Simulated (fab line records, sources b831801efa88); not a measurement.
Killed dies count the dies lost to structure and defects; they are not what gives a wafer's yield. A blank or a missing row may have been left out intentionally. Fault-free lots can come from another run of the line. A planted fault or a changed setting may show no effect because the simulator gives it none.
Matching of chambers    flow sky130    SKY_VIA1_CMP_24 on cmp-02 has 4 sister chambers
The step polishes, stops on SiO2, t overpolish 15 s, target thk 0 nm. 8 wafers are shown with their chamber, then 8 later ones without.

== EACH WAFER AND ITS CHAMBER ==
wafer   chamber  motor_current_A (A)  time_to_endpoint_s (s)
L079.1  2        10.2                 62.5
L079.4  0        11.5                 64.4
L080.4  3        10.9                 63.9
L080.5  1        11.9                 66.4
L082.2  2        10.6                 62.1
L082.3  1        12.1                 64.6
L082.4  0        11.5                 62.9
L084.2  3        10.7                 63.5

== WAFERS MISSING THEIR CHAMBER ==
wafer   motor_current_A (A)  time_to_endpoint_s (s)
L084.3  11.3                 64.4
L084.5  11.8                 65.3
L089.2  10.1                 61.6
L089.4  10.3                 61.2
L089.5  12.9                 65.5
L094.3  10.3                 65.6
L094.4  11.4                 69.1
L094.5  10.3                 66.9

== WHICH CHAMBER EACH WENT THROUGH ==
wafer    from the rows above            in truth
L084.3   can't be placed: 0 or 3        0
L084.5   can't be placed: 1 or 0        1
L089.2   2                              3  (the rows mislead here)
L089.4   2                              2
L089.5   1                              1
L094.3   can't be placed: 3 or 2        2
L094.4   can't be placed: 1 or 0 or 3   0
L094.5   can't be placed: 3 or 2        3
Correct placement for 2 of the 8. Unplaceable from these rows: 5, with the true chamber sitting among the candidates in 5. Placed wrongly: 1.
How it was worked out, from the rows above alone: a wafer's distance from a chamber is the root of the sum, over the readings, of the square of ((its reading less the chamber's mean) divided by the reading's scatter). If the next closest chamber is less than 2 further off than the closest, the wafer can't be placed; otherwise it belongs to the closest. For every chamber, the mean is computed from those of its wafers that are shown. The scatter: the root of (the sum of the squares of (reading less its chamber's mean) over the shown wafers, divided by (wafers less chambers)).
